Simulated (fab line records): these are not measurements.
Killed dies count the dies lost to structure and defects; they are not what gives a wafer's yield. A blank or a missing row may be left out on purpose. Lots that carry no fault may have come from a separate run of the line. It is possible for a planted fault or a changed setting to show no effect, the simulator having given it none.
Chamber matching ; flow gf180mcu ; GF_V2_CMP_26 on cmp-02 has 4 sister chambers
The step polishes, stops on SiO2, t overpolish 15 s, target thk 0 nm. 4 wafers are shown with their chamber, then 9 later ones without.

## WAFERS PAIRED WITH THEIR CHAMBERS
wafer;chamber;motor_current_A (A)
L086.5;3;10.5
L088.1;2;11.7
L088.2;0;12.5
L088.5;1;9.5

## WAFERS WITHOUT THEIR CHAMBER
wafer;motor_current_A (A)
L091.2;10.1
L091.3;13.3
L091.6;9.5
L092.1;9.7
L092.3;10.3
L092.4;11.2
L095.3;9.7
L095.4;11.4
L095.6;9.8

## THE CHAMBER EACH PASSED THROUGH
wafer;from the rows above;in truth
L091.2;can't be placed: 3 or 1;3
L091.3;0;0
L091.6;1;1
L092.1;can't be placed: 1 or 3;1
L092.3;can't be placed: 3 or 1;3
L092.4;can't be placed: 2 or 3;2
L095.3;can't be placed: 1 or 3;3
L095.4;can't be placed: 2 or 3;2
L095.6;can't be placed: 1 or 3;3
2 of 9 placed correctly. These rows do not allow placing 7 (true chamber among the candidates in 7). 0 placed wrongly.
How it was worked out, from the rows above alone: a wafer's distance from a chamber is the root of the sum, over the readings, of the square of ((its reading less the chamber's mean) divided by the reading's scatter). If the next closest chamber is less than 2 further off than the closest, the wafer can't be placed; otherwise it belongs to the closest. For every chamber, the mean is computed from those of its wafers that are shown. The scatter (one wafer shown for each chamber): square how far every hidden wafer sits from the nearest shown wafer, average those squares and take the square root.
